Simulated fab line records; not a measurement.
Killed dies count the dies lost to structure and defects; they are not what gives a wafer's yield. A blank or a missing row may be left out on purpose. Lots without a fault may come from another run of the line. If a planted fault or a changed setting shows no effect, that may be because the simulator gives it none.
fab line records	flow sky130
record lots=15	wafers=45	last_day=49
route steps=708 shown METAL1@438 VIA1@458
lots with no fault: from the same line, run without faults
start_h: hours from the record's opening day to when the first of the lot's shown wafers began	wait_h: hours from the lot's prior step to this one	" unchanged from the row above	L1.1+2: one row covering several wafers at once	- value missing, or start not given	* or withheld: withheld	< > ~ a bound
route shown NAME@n: names a module that has steps shown in the file, with the first one's number in the route	usual: mean/standard deviation of fault-free wafers	same: alike in all rows	chamber/n: place in a boat	sites: the reading at each site	_std_site: the values' standard deviation	_edge_site: inner sites' mean taken away from outer sites' mean	radius_mm: for every site, how far away it sits from the centre of the wafer	mask NAME#n: copy n	behind: the most recent tool/chamber to have shaped the wafer	hold: the reason the lot was held/the length of the hold in hours/how it ended	device: names the non-switching transistor (n, p or np)	end of line: the same wafers' tests at the end of the route	step lacking rows: just its recipe	killed: the dies lost at the first sort to structure and to defects; this is not the yield of the wafer	map: shows each die of a wafer: x if killed, . if not, _ if none is there
set.NAME: the run value of the setting; set.NAME@STEP: its run value at that earlier step	model.NAME: the simulator's own value behind a step, which no gauge read
a sample of lots followed through the steps of the route, with each step as a table and each wafer as a row
services: from which hour (start_h, from the record's first day; less than 0 if before it) a tool's chamber was out of use, for how many hours, and why
## steps
# step SKY_METAL1_SPUTTER_04
# recipe material=TiN	target_thk_nm=70	power_w=6500	time_s=58.3	chamber_pressure_pa=0.4
# usual throttle_valve_pct=30.0/1.1
lot.wafer	tool	chamber	start_h	wait_h	throttle_valve_pct
L277.1	pvd_sputter-02	-	751.34	0.0	30.2
L277.4	"	-	"	"	32.3
L277.6	"	-	"	"	29.6
L278.2	pvd_sputter-03	-	754.35	0.0	30.2
L278.3	"	-	"	"	30.4
L278.6	"	-	"	"	29.4
L279.3	pvd_sputter-01	-	766.57	0.0	29.6
L279.5	"	-	"	"	29.5
L279.6	"	-	"	"	30.5
L280.3	pvd_sputter-01	-	778.40	0.0	29.3
L280.4	"	-	"	"	30.1
L280.5	"	-	"	"	29.4
L282.1	pvd_sputter-03	-	789.05	0.0	28.0
L282.4	"	-	"	"	30.4
L282.6	"	-	"	"	28.1
L281.1	pvd_sputter-03	-	790.58	0.0	28.1
L281.4	"	-	"	"	29.0
L281.6	"	-	"	"	30.7
L283.2	pvd_sputter-01	-	798.52	0.0	29.6
L283.4	"	-	"	"	29.5
L283.6	"	-	"	"	29.6
L284.2	pvd_sputter-03	-	799.87	0.0	28.2
L284.3	"	-	"	"	29.4
L284.5	"	-	"	"	30.4
L287.4	pvd_sputter-01	-	818.13	0.0	30.3
L287.5	"	-	"	"	29.7
L287.6	"	-	"	"	29.4
L290.2	pvd_sputter-01	-	832.14	0.0	29.7
L290.3	"	-	"	"	30.4
L290.4	"	-	"	"	29.4
L291.1	pvd_sputter-01	-	841.44	0.0	29.4
L291.2	"	-	"	"	29.6
L291.3	"	-	"	"	30.4
L292.3	pvd_sputter-01	-	846.83	0.0	30.4
L292.4	"	-	"	"	29.5
L292.5	"	-	"	"	29.3
L294.1	pvd_sputter-02	-	857.82	0.0	29.3
L294.3	"	-	"	"	33.0
L294.6	"	-	"	"	32.2
L295.2	pvd_sputter-01	-	870.07	0.0	29.3
L295.3	"	-	"	"	29.6
L295.4	"	-	"	"	29.6
L297.2	pvd_sputter-03	-	880.81	0.0	30.2
L297.3	"	-	"	"	29.0
L297.5	"	-	"	"	30.2
# step SKY_METAL1_RS_MEAS_05
# recipe thk_meas_gauge=four-point-probe	reads=TiN_of_METAL1_SPUTTER_04+Ti_of_METAL1_SPUTTER_03+AlCu_of_METAL1_SPUTTER_02+TiN_of_METAL1_SPUTTER_01+Ti_of_METAL1_SPUTTER_00
# usual METAL1_ALCU_RS=0.1268/0.0013
lot.wafer	tool	chamber	start_h	wait_h	METAL1_ALCU_RS[ohm/sq]
L277.1	film_metro-03	-	751.39	0.0	0.1292
L277.4	"	-	"	"	0.1259
L277.6	"	-	"	"	0.1264
L278.2	film_metro-04	-	754.42	0.0	0.1257
L278.3	"	-	"	"	0.1268
L278.6	"	-	"	"	0.1250
L279.3	film_metro-01	-	766.66	0.1	0.1275
L279.5	"	-	"	"	0.1276
L279.6	"	-	"	"	0.1274
L280.3	film_metro-04	-	778.49	0.1	0.1274
L280.4	"	-	"	"	0.1274
L280.5	"	-	"	"	0.1294
L282.1	film_metro-03	-	789.10	0.0	0.1274
L282.4	"	-	"	"	0.1268
L282.6	"	-	"	"	0.1277
L281.1	film_metro-04	-	790.63	0.0	0.1274
L281.4	"	-	"	"	0.1262
L281.6	"	-	"	"	0.1272
L283.2	film_metro-01	-	798.59	0.0	0.1245
L283.4	"	-	"	"	0.1267
L283.6	"	-	"	"	0.1253
L284.2	film_metro-01	-	799.94	0.0	0.1273
L284.3	"	-	"	"	0.1259
L284.5	"	-	"	"	0.1265
L287.4	film_metro-03	-	818.24	0.1	0.1254
L287.5	"	-	"	"	0.1259
L287.6	"	-	"	"	0.1248
L290.2	film_metro-03	-	832.21	0.0	0.1267
L290.3	"	-	"	"	0.1255
L290.4	"	-	"	"	0.1253
L291.1	film_metro-01	-	841.49	0.0	0.1279
L291.2	"	-	"	"	0.1265
L291.3	"	-	"	"	0.1273
L292.3	film_metro-04	-	846.92	0.1	0.1267
L292.4	"	-	"	"	0.1281
L292.5	"	-	"	"	0.1295
L294.1	film_metro-01	-	857.87	0.0	0.1276
L294.3	"	-	"	"	0.1256
L294.6	"	-	"	"	0.1238
L295.2	film_metro-01	-	870.14	0.0	0.1294
L295.3	"	-	"	"	0.1282
L295.4	"	-	"	"	0.1293
L297.2	film_metro-04	-	880.88	0.0	0.1278
L297.3	"	-	"	"	0.1261
L297.5	"	-	"	"	0.1287
# step SKY_VIA1_HDPCVD_00
# recipe material=SiO2	target_thk_nm=1030	sigma_open_frac=0.3	time_s=171.7	temp_c=400	sih4_flow_sccm=60	pressure_mtorr=6
lot.wafer	tool	chamber	start_h	wait_h
L277.1+4+6	hdpcvd-02	1,2,0	779.47	0.0
L278.2+3+6	hdpcvd-01	2,0,1	783.21	0.0
L279.3+5+6	hdpcvd-02	1,0,2	794.71	0.0
L280.3+4+5	hdpcvd-01	1,2,1	805.50	0.0
L282.1+4+6	hdpcvd-01	1,2,1	816.25	0.0
L281.1+4+6	hdpcvd-02	1,0,1	817.55	0.0
L283.2+4+6	hdpcvd-02	2,2,0	825.98	0.0
L284.2+3+5	hdpcvd-01	1,2,1	827.05	0.0
L287.4+5+6	hdpcvd-02	0,2,1	845.35	0.1
L290.2+3+4	hdpcvd-02	0,1,2	858.18	0.0
L291.1+2+3	hdpcvd-01	0,1,2	867.21	0.0
L292.3+4+5	hdpcvd-01	1,1,2	873.92	0.0
L294.1+3+6	hdpcvd-01	2,0,0	884.35	0.0
L295.2+3+4	hdpcvd-01	1,2,0	895.99	0.0
L297.2+3+5	hdpcvd-01	2,0,0	906.89	0.0
# step SKY_VIA1_THK_MEAS_01
# recipe reads=SiO2_of_VIA1_HDPCVD_00
# usual VIA1_HDPCVD_THK=1030/12
lot.wafer	tool	chamber	start_h	wait_h	VIA1_HDPCVD_THK[nm]
L277.1	film_metro-04	-	779.58	0.1	1018
L277.4	"	-	"	"	1023
L277.6	"	-	"	"	1042
L278.2	film_metro-02	-	783.33	0.1	1024
L278.3	"	-	"	"	1019
L278.6	"	-	"	"	1040
L279.3	film_metro-03	-	794.84	0.1	1023
L279.5	"	-	"	"	1039
L279.6	"	-	"	"	1020
L280.3	film_metro-03	-	805.64	0.1	1032
L280.4	"	-	"	"	1018
L280.5	"	-	"	"	1030
L282.1	film_metro-03	-	816.36	0.1	1017
L282.4	"	-	"	"	1023
L282.6	"	-	"	"	1029
L281.1	film_metro-03	-	817.66	0.1	1020
L281.4	"	-	"	"	1029
L281.6	"	-	"	"	1013
L283.2	film_metro-03	-	826.10	0.1	1028
L283.4	"	-	"	"	1035
L283.6	"	-	"	"	892
L284.2	film_metro-03	-	827.17	0.1	1032
L284.3	"	-	"	"	1045
L284.5	"	-	"	"	1035
L287.4	film_metro-03	-	845.43	0.0	897
L287.5	"	-	"	"	1025
L287.6	"	-	"	"	1002
L290.2	film_metro-02	-	858.30	0.1	887
L290.3	"	-	"	"	995
L290.4	"	-	"	"	1021
L291.1	film_metro-04	-	867.33	0.1	1025
L291.2	"	-	"	"	1030
L291.3	"	-	"	"	1029
L292.3	film_metro-03	-	874.06	0.1	1029
L292.4	"	-	"	"	1025
L292.5	"	-	"	"	1022
L294.1	film_metro-02	-	884.46	0.1	1014
L294.3	"	-	"	"	1021
L294.6	"	-	"	"	1014
L295.2	film_metro-03	-	896.12	0.1	1027
L295.3	"	-	"	"	1023
L295.4	"	-	"	"	1037
L297.2	film_metro-04	-	907.01	0.1	1039
L297.3	"	-	"	"	1038
L297.5	"	-	"	"	1025
# step SKY_VIA1_CD_MEAS_12
# recipe target_cd_nm=150
# usual cd_nm=150.4/1.8
lot.wafer	tool	chamber	start_h	wait_h	cd_nm
L277.1	cd_sem-01	-	806.63	-	149.5
L277.4	"	-	"	"	149.7
L277.6	"	-	"	"	147.9
L278.2	cd_sem-01	-	809.41	-	148.7
L278.3	"	-	"	"	149.3
L278.6	"	-	"	"	149.5
L279.3	cd_sem-02	-	821.08	-	151.1
L279.5	"	-	"	"	151.7
L279.6	"	-	"	"	152.6
L280.3	cd_sem-02	-	832.48	-	148.9
L280.4	"	-	"	"	149.1
L280.5	"	-	"	"	147.8
L282.1	cd_sem-02	-	843.58	-	149.5
L282.4	"	-	"	"	149.7
L282.6	"	-	"	"	150.3
L281.1	cd_sem-02	-	844.06	-	151.8
L281.4	"	-	"	"	149.5
L281.6	"	-	"	"	150.7
L283.2	cd_sem-02	-	851.55	-	150.0
L283.4	"	-	"	"	148.4
L283.6	"	-	"	"	150.7
L284.2	cd_sem-02	-	853.60	-	152.3
L284.3	"	-	"	"	152.9
L284.5	"	-	"	"	152.7
L287.4	cd_sem-02	-	870.89	-	152.4
L287.5	"	-	"	"	152.1
L287.6	"	-	"	"	152.7
L290.2	cd_sem-02	-	883.87	-	149.2
L290.3	"	-	"	"	150.8
L290.4	"	-	"	"	150.3
L291.1	cd_sem-02	-	893.01	-	152.8
L291.2	"	-	"	"	153.5
L291.3	"	-	"	"	152.7
L292.3	cd_sem-02	-	899.47	-	152.4
L292.4	"	-	"	"	149.7
L292.5	"	-	"	"	151.2
L294.1	cd_sem-02	-	909.63	-	149.3
L294.3	"	-	"	"	148.5
L294.6	"	-	"	"	149.9
L295.2	cd_sem-01	-	921.63	-	151.5
L295.3	"	-	"	"	151.3
L295.4	"	-	"	"	151.0
L297.2	cd_sem-01	-	931.25	-	154.1
L297.3	"	-	"	"	154.2
L297.5	"	-	"	"	152.7
# step SKY_VIA1_ETCH_15
# recipe target=SiO2	chemistry=C4F8/O2/Ar	target_depth_nm=351	stop_on=TiN	mask_material=KrF-thick	source_w=1500	bias_w=1200	pressure_mtorr=40	c4f8_flow_sccm=withheld	O2_flow_sccm=6	Ar_flow_sccm=300	time_s=54
# usual chamber_pressure_mTorr=40.00/0.035	oes_product_au=0.981/0.0056
lot.wafer	tool	chamber	start_h	wait_h	chamber_pressure_mTorr	oes_product_au	rf_hours_counter_h
L277.1	rie_diel-03	0	806.83	0.0	40.03	0.989	9
L277.4	"	2	"	"	40.00	0.982	14
L277.6	"	2	"	"	40.01	0.977	-
L278.2	rie_diel-01	2	809.59	0.0	40.04	0.981	12
L278.3	"	0	"	"	40.09	0.976	19
L278.6	"	2	"	"	40.00	0.977	-
L279.3	rie_diel-03	2	821.24	0.0	39.99	0.979	15
L279.5	"	2	"	"	39.98	0.974	-
L279.6	"	1	"	"	40.00	0.983	-
L280.3	rie_diel-03	0	832.64	0.0	40.02	0.988	10
L280.4	"	2	"	"	40.05	0.983	15
L280.5	"	0	"	"	39.98	0.975	-
L282.1	rie_diel-04	1	843.78	0.0	40.00	0.976	1
L282.4	"	2	"	"	40.06	0.978	11
L282.6	"	3	"	"	40.00	0.974	-
L281.1	rie_diel-01	0	844.26	0.0	39.98	0.991	20
L281.4	"	1	"	"	39.97	0.973	22
L281.6	"	2	"	"	39.97	0.974	-
L283.2	rie_diel-03	2	851.73	0.0	40.00	0.984	16
L283.4	"	0	"	"	40.03	0.985	11
L283.6	"	0	"	"	39.99	0.748	-
L284.2	rie_diel-04	3	853.78	0.0	39.97	0.982	7
L284.3	"	0	"	"	40.00	0.991	1
L284.5	"	3	"	"	39.93	0.983	-
L287.4	rie_diel-04	3	871.03	0.0	40.02	0.742	8
L287.5	"	0	"	"	39.95	0.982	-
L287.6	"	1	"	"	39.96	0.987	-
L290.2	rie_diel-04	2	884.05	0.0	40.01	0.743	12
L290.3	"	0	"	"	39.96	0.976	1
L290.4	"	3	"	"	40.05	0.972	8
L291.1	rie_diel-01	3	893.21	0.0	40.00	0.988	14
L291.2	"	1	"	"	40.01	0.979	24
L291.3	"	2	"	"	39.98	0.977	15
L292.3	rie_diel-01	3	899.63	0.0	40.03	0.985	14
L292.4	"	3	"	"	39.93	0.983	-
L292.5	"	1	"	"	39.99	0.985	-
L294.1	rie_diel-03	2	909.83	0.0	40.00	0.981	17
L294.3	"	0	"	"	40.01	0.973	13
L294.6	"	1	"	"	40.05	0.981	-
L295.2	rie_diel-03	0	921.81	0.0	39.97	0.980	13
L295.3	"	3	"	"	40.02	0.978	23
L295.4	"	1	"	"	40.04	0.977	16
L297.2	rie_diel-03	1	931.43	0.0	40.03	0.985	17
L297.3	"	3	"	"	39.99	0.975	24
L297.5	"	2	"	"	39.96	0.978	-
## services
tool	chamber	start_h	hours	kind
rie_diel-01	3	773.08	4.9	repair
rie_diel-04	1	786.40	-	clean
rie_diel-04	1	786.40	15.8	scheduled_down
rie_diel-04	1	786.40	15.8	vent_cycle
rie_diel-03	2	789.80	3.1	repair
hdpcvd-01	-	792.09	6.0	pm
pvd_sputter-02	-	796.10	2.3	repair
rie_diel-01	1	798.09	1.6	repair
rie_diel-04	1	802.22	1.7	repair
pvd_sputter-01	-	802.79	0.7	repair
hdpcvd-01	-	821.13	0.5	repair
rie_diel-01	1	821.56	3.4	repair
rie_diel-01	-	838.49	2.8	pm
rie_diel-01	-	841.29	0.9	repair
pvd_sputter-01	1	843.57	-	consumable_replace:kit
pvd_sputter-01	1	843.57	18.0	scheduled_down
pvd_sputter-01	1	843.57	18.0	vent_cycle
pvd_sputter-03	-	865.21	0.6	repair
rie_diel-01	0	867.30	57.4	repair
hdpcvd-02	-	872.97	1.1	repair
pvd_sputter-01	-	887.20	4.6	repair
pvd_sputter-03	0	891.77	-	consumable_replace:kit
pvd_sputter-03	0	891.77	18.0	scheduled_down
pvd_sputter-03	0	891.77	18.0	vent_cycle
## key
first_sign step=SKY_VIA1_THK_MEAS_01	reading=VIA1_HDPCVD_THK	direction=down	sigmas=11	usual=1030	struck=892
effect step=SKY_VIA1_ETCH_15	reading=oes_product_au	direction=down	sigmas=42	usual=0.981	struck=0.744
met_at SKY_VIA1_HDPCVD_00
struck_lots L283,L287,L290
struck_wafers L283.6,L287.4,L290.2
sort_left_out L283.6,L287.4,L290.2
not_acting_at SKY_METAL1_SPUTTER_04,SKY_METAL1_RS_MEAS_05,SKY_VIA1_CD_MEAS_12
onset_between 817.55 825.98
fault kind=site_profile_drift	tool=hdpcvd-02	chamber=0	onset_h=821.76	steps=SKY_VIA1_HDPCVD_00	basis=fraction	max_abs_drift=0.29501	slope_share_per_hr=65.557	site_pattern=0,0,0,0,0,-1,-1,-1,-1
# sort_left_out: the simulated sort isn't trusted on such a fault, so these wafers' sort isn't shown, and their yield isn't known
